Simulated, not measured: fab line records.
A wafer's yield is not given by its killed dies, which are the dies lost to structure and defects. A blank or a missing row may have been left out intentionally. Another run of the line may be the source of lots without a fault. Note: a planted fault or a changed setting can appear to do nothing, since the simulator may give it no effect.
Which tool is to blame?    flow sky130    15 lots with 45 wafers sampled at 5 steps, on a route of 708 steps

WHAT THE GAUGES SHOWED, per wafer
SKY_CONTACT_THK_MEAS_26: measures by xrf.
lot   measured      on             CONTACT_W_THK (nm)
L215  day 32 01:58  film_metro-01  338 347 344
L216  day 32 12:26  film_metro-04  358 347 345
L218  day 32 21:17  film_metro-04  353 344 347
L219  day 34 11:30  film_metro-04  348 349 348
L221  day 34 13:56  film_metro-01  342 337 338
L220  day 34 16:31  film_metro-01  351 348 348
L228  day 37 07:31  film_metro-03  337 330 330
L230  day 37 12:16  film_metro-01  341 335 335
L229  day 37 15:00  film_metro-04  344 341 351
L232  day 37 20:58  film_metro-04  361 358 355
L231  day 37 23:26  film_metro-04  355 354 351
L233  day 38 10:44  film_metro-04  354 352 358
L236  day 38 15:18  film_metro-01  343 346 342
L235  day 38 17:34  film_metro-04  352 345 348
L237  day 39 01:44  film_metro-04  350 350 344

SKY_METAL1_RS_MEAS_05: measurement is done with a four-point probe.
lot   measured      on             METAL1_ALCU_RS (ohm/sq)
L215  day 32 02:28  film_metro-04  0.1286 0.1285 0.1274
L216  day 32 12:56  film_metro-01  0.1253 0.1262 0.1250
L218  day 32 21:47  film_metro-01  0.1250 0.1262 0.1248
L219  day 34 12:00  film_metro-02  8.7716 8.7413 8.7750
L221  day 34 14:26  film_metro-04  8.6499 8.6451 8.6646
L220  day 34 17:02  film_metro-02  8.7187 8.6163 8.6157
L228  day 37 08:01  film_metro-04  0.1255 0.1265 0.1262
L230  day 37 12:47  film_metro-02  0.1265 0.1259 0.1265
L229  day 37 15:30  film_metro-01  0.1267 0.1259 0.1267
L232  day 37 21:28  film_metro-01  0.1275 0.1273 0.1272
L231  day 37 23:57  film_metro-01  0.1279 0.1294 0.1292
L233  day 38 11:16  film_metro-02  0.1247 0.1275 0.1263
L236  day 38 15:50  film_metro-02  0.1259 0.1268 0.1272
L235  day 38 18:04  film_metro-01  0.1247 0.1256 0.1246
L237  day 39 02:14  film_metro-01  0.1265 0.1273 0.1259

SKY_METAL1_THK_MEAS_06: measures by xrf.
lot   measured      on             METAL1_ALCU_THK (nm)
L215  day 32 02:35  film_metro-04  245.4 245.9 247.3
L216  day 32 13:03  film_metro-01  249.2 248.9 250.3
L218  day 32 21:54  film_metro-01  252.8 247.4 249.9
L219  day 34 12:07  film_metro-02  <0.3 <0.3 <0.3
L221  day 34 14:34  film_metro-04  <0.4 <0.4 <0.4
L220  day 34 17:08  film_metro-02  <0.3 <0.3 <0.3
L228  day 37 08:08  film_metro-04  250.3 248.5 248.9
L230  day 37 12:53  film_metro-02  248.2 248.9 247.7
L229  day 37 15:37  film_metro-01  248.4 250.6 249.5
L232  day 37 21:35  film_metro-01  247.0 249.4 249.9
L231  day 38 00:04  film_metro-01  246.3 242.2 244.5
L233  day 38 11:22  film_metro-02  251.2 246.0 248.8
L236  day 38 15:55  film_metro-02  250.0 247.1 246.8
L235  day 38 18:11  film_metro-01  252.2 251.8 253.8
L237  day 39 02:22  film_metro-01  250.9 247.2 251.5

TOOL THAT RAN EACH LOT (tool first, then ch and the chambers of the sampled wafers, then the start)
lot   SKY_CONTACT_ETCH_18                            SKY_METAL1_SPUTTER_02
L215  rie_diel-02 ch 1,2,3, day 32 01:58 or earlier  pvd_sputter-01, day 32 02:22
L216  rie_diel-03 ch 2,3, day 32 12:26 or earlier    pvd_sputter-02, day 32 12:50
L218  rie_diel-03 ch 1,2,3, day 32 21:17 or earlier  pvd_sputter-02, day 32 21:41
L219  rie_diel-02 ch 0,1,3, day 34 11:30 or earlier  pvd_sputter-01, day 34 11:55
L221  rie_diel-02 ch 0,1,3, day 34 13:56 or earlier  pvd_sputter-02, day 34 14:20
L220  rie_diel-02 ch 0,1, day 34 16:31 or earlier    pvd_sputter-01, day 34 16:54
L228  rie_diel-03 ch 1,2, day 37 07:31 or earlier    pvd_sputter-03, day 37 07:55
L230  rie_diel-02 ch 2,3, day 37 12:16 or earlier    pvd_sputter-01, day 37 12:39
L229  rie_diel-03 ch 0,1,2, day 37 15:00 or earlier  pvd_sputter-01, day 37 15:25
L232  rie_diel-01 ch 0,2,3, day 37 20:58 or earlier  pvd_sputter-01, day 37 21:21
L231  rie_diel-01 ch 0,3, day 37 23:26 or earlier    pvd_sputter-03, day 37 23:50
L233  rie_diel-01 ch 0,1,2, day 38 10:44 or earlier  pvd_sputter-02, day 38 11:08
L236  rie_diel-02 ch 0,1, day 38 15:18 or earlier    pvd_sputter-02, day 38 15:41
L235  rie_diel-02 ch 1,2, day 38 17:34 or earlier    pvd_sputter-02, day 38 17:58
L237  rie_diel-02 ch 0,1,2, day 39 01:44 or earlier  pvd_sputter-02, day 39 02:08
- SKY_CONTACT_ETCH_18: etches Si3N4 in CHF3/O2, stops on TiN, time 39 s, target depth 75 nm.
- SKY_METAL1_SPUTTER_02: material AlCu, target thk 250 nm, time 13.3 s.

AS READ BY THE TOOLS THEMSELVES (means over the sampled wafers that have a number; for cases with no such wafer, the mark the record gives instead)
SKY_CONTACT_ETCH_18.
lot   tool         chamber_pressure_mTorr (mTorr)  drypump_motor_current_A (A)  oes_product_au (a.u.)  throttle_valve_pct (%)
L215  rie_diel-02  39.98                           6.2                          0.846                  8.790
L216  rie_diel-03  40.03                           5.8                          0.845                  8.791
L218  rie_diel-03  39.99                           5.6                          0.861                  8.800
L219  rie_diel-02  40.04                           5.9                          0.867                  8.796
L221  rie_diel-02  39.98                           5.9                          0.858                  8.795
L220  rie_diel-02  40.03                           5.6                          0.858                  8.799
L228  rie_diel-03  39.98                           5.3                          0.865                  8.802
L230  rie_diel-02  40.02                           6.1                          0.852                  8.792
L229  rie_diel-03  39.99                           5.4                          0.853                  8.802
L232  rie_diel-01  40.00                           5.8                          0.848                  8.791
L231  rie_diel-01  40.01                           5.9                          0.855                  8.784
L233  rie_diel-01  39.98                           5.8                          0.867                  8.795
L236  rie_diel-02  40.01                           5.6                          0.864                  8.800
L235  rie_diel-02  40.00                           6.1                          0.844                  8.784
L237  rie_diel-02  40.02                           5.8                          0.863                  8.794

SKY_METAL1_SPUTTER_02.
lot   tool            cathode_dc_power_W (W)  chamber_pressure_pa (Pa)  throttle_valve_pct (%)
L215  pvd_sputter-01  10601                   0.3999                    30.1
L216  pvd_sputter-02  10600                   0.4007                    30.0
L218  pvd_sputter-02  10599                   0.4008                    30.1
L219  pvd_sputter-01  -                       -                         -
L221  pvd_sputter-02  -                       -                         -
L220  pvd_sputter-01  -                       -                         -
L228  pvd_sputter-03  10598                   0.4001                    28.9
L230  pvd_sputter-01  10600                   0.3992                    29.4
L229  pvd_sputter-01  10599                   0.3991                    29.4
L232  pvd_sputter-01  10601                   0.4003                    29.5
L231  pvd_sputter-03  10602                   0.3998                    29.3
L233  pvd_sputter-02  10599                   0.3999                    30.4
L236  pvd_sputter-02  10599                   0.4010                    30.1
L235  pvd_sputter-02  10600                   0.3994                    30.1
L237  pvd_sputter-02  10600                   0.3997                    30.2

THE ANSWER, worked out from the rows above alone
Rule: the usual values come from the lots themselves. The widest of any qualifying gaps counts: lots, ordered by their means at a reading, are off when they make up no more than a third of the lots, leave a main group of 4 or more, and stand apart from it by 3 or more times the standard deviation of that group's means. A main group whose means are all the same, to the digits that the tables above print for the reading, isn't used. Also off: a lot with no number at a reading for which 4 or more lots have one. Where the step has rows for the other lots, those lots are counted as sound. First the gauges in route order, then the tools' own readings, where a lot's mean is used as printed above. At the first step where some lot is off, the reading lying furthest off is the one used; lots without a number count as furthest.
Off: at SKY_METAL1_RS_MEAS_05 (METAL1_ALCU_RS), L219, L221, L220. The main group has a mean of 0.1265 ohm/sq with a standard deviation of 0.0011.
A tool fits if, at a process step before that reading, it ran every lot that is off, and no sound lot after the first of them. The gauges at SKY_METAL1_RS_MEAS_05 aren't tried: what is off there is off at SKY_METAL1_SPUTTER_02 too, on other tools, and a gauge's error can't cause that. With no start given for some of its lots, SKY_CONTACT_ETCH_18 uses the hours and lot order of SKY_CONTACT_THK_MEAS_26. No candidate that was tried fits.

WHAT THE SIMULATOR HAD INSERTED
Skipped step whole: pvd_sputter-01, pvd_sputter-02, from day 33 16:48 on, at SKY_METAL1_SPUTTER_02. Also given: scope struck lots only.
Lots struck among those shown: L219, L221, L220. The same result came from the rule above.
